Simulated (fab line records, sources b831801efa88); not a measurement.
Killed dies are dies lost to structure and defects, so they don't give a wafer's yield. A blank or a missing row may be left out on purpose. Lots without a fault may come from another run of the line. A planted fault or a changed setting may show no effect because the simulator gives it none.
Which tool did it? | flow gf180mcu | 14 lots, 42 wafers sampled, at 2 steps of a route of 602

WHAT THE GAUGES READ, wafer by wafer
GF_V3_BOW_MEAS_05. Usual: V3_BOW 117 um, standard deviation 9.9.
lot  | measured     | on            | V3_BOW (um) | flag
L652 | day 21 14:55 | film_metro-03 | 107 112 112 |
L654 | day 22 08:30 | film_metro-01 | 135 134 128 |
L655 | day 22 13:24 | film_metro-03 | 114 113 94  |
L656 | day 22 20:03 | film_metro-01 | 101 112 107 |
L658 | day 23 10:54 | film_metro-04 | 113 123 120 |
L659 | day 24 00:18 | film_metro-04 | 126 114 135 |
L660 | day 24 10:14 | film_metro-01 | 108 115 107 |
L664 | day 25 12:21 | film_metro-04 | 143 132 131 |
L669 | day 27 04:55 | film_metro-04 | 117 124 115 |
L670 | day 27 08:16 | film_metro-04 | 109 106 91  |
L671 | day 27 22:41 | film_metro-04 | 116 124 113 |
L673 | day 28 09:32 | film_metro-03 | 122 117 127 |
L674 | day 28 11:56 | film_metro-01 | 119 122 113 |
L675 | day 28 20:51 | film_metro-01 | 133 113 123 |

GF_V3_OVL_MEAS_15. Usual: V3_OVL -2 nm, standard deviation 5.8.
lot  | measured     | on         | V3_OVL (nm) | flag
L652 | day 22 13:42 | overlay-01 | -5 4 1      |
L654 | day 23 07:25 | overlay-01 | 8 9 11      |
L655 | day 23 12:28 | overlay-01 | -17 -12 -9  |
L656 | day 23 19:13 | overlay-02 | 2 5 6       |
L658 | day 24 08:56 | overlay-02 | -1 -9 -7    |
L659 | day 24 22:16 | overlay-01 | 1 -1 4      |
L660 | day 25 08:08 | overlay-02 | -1 1 -5     |
L664 | day 26 10:07 | overlay-01 | -7 -6 -6    |
L669 | day 28 01:10 | overlay-02 | 0 -4 -2     |
L670 | day 28 04:37 | overlay-02 | 3 -1 -1     |
L671 | day 28 18:36 | overlay-01 | 2 9 -1      |
L673 | day 29 04:55 | overlay-01 | 1 -4 -4     |
L674 | day 29 07:15 | overlay-02 | -9 -5 -10   |
L675 | day 29 15:43 | overlay-01 | -5 2 -3     |

WHICH TOOL RAN EACH LOT (tool, then ch and the chambers of the sampled wafers, then the start)
The record holds no process step before these readings.

WHAT THE TOOLS THEMSELVES READ (means of the sampled wafers that have a number; where no wafer has one, the mark that the record gives instead)
The record holds no such reading with a usual standard deviation.

THE ANSWER, worked out from the rows above alone
Rule: a lot is off if the mean of its wafers that have a number lies more than 3 standard deviations from the usual mean. A lot without any number at a reading at which 4 lots or more have one is off too. The other lots that the step has rows for count as sound. The gauges are gone through in route order, then the tools' own readings, and for those a lot's mean is taken as printed above. The first step at which some lot is off is used, and at that step the reading that is off furthest; a lot without a number counts as furthest.
No lot is off at any reading shown: from this, nothing can be told.

WHAT THE SIMULATOR HAD PUT IN
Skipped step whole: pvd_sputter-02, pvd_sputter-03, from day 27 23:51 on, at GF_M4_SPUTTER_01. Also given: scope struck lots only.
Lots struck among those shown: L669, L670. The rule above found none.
